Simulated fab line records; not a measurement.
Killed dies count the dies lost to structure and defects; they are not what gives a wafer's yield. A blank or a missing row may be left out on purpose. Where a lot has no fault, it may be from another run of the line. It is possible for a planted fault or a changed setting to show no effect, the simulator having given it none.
Matching of chambers	flow sky130	rie diel-04 running SKY_POLY_CUT_ETCH_10: 4 sister chambers
The step etches BARC in N2/H2, stops on SiO2, time 45.9 s, target depth 60 nm. 4 wafers are shown with their chamber, then 7 later ones without.

== EACH WAFER AND ITS CHAMBER ==
wafer	chamber	oes product au (a.u.)
L076.6	3	0.856
L081.2	1	0.860
L090.1	2	0.852
L090.2	0	0.861

== WAFERS MISSING THEIR CHAMBER ==
wafer	oes product au (a.u.)
L090.6	0.847
L094.2	0.857
L094.3	0.856
L094.5	0.845
L097.1	0.863
L097.2	0.849
L097.4	0.859

== EACH ONE'S CHAMBER ==
wafer	from the rows above	in truth
L090.6	can't be placed: 2 or 3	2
L094.2	can't be placed: 3 or 1 or 0 or 2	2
L094.3	can't be placed: 3 or 1 or 2 or 0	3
L094.5	can't be placed: 2 or 3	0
L097.1	can't be placed: 0 or 1 or 3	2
L097.2	can't be placed: 2 or 3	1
L097.4	can't be placed: 1 or 0 or 3 or 2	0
0 of 7 placed correctly. Not placeable from these rows: 7 (in 4, the candidates include the true chamber). 0 placed wrongly.
How it was worked out, from the rows above alone: a wafer's distance from a chamber is the root of the sum, over the readings, of the square of ((its reading less the chamber's mean) divided by the reading's scatter). The wafer belongs to the nearest chamber; if the next one is less than 2 further off, it can't be placed. A chamber's mean is the mean of its shown wafers. The scatter: root of mean squared gap, hidden wafer to nearest shown wafer, with one shown wafer a chamber.
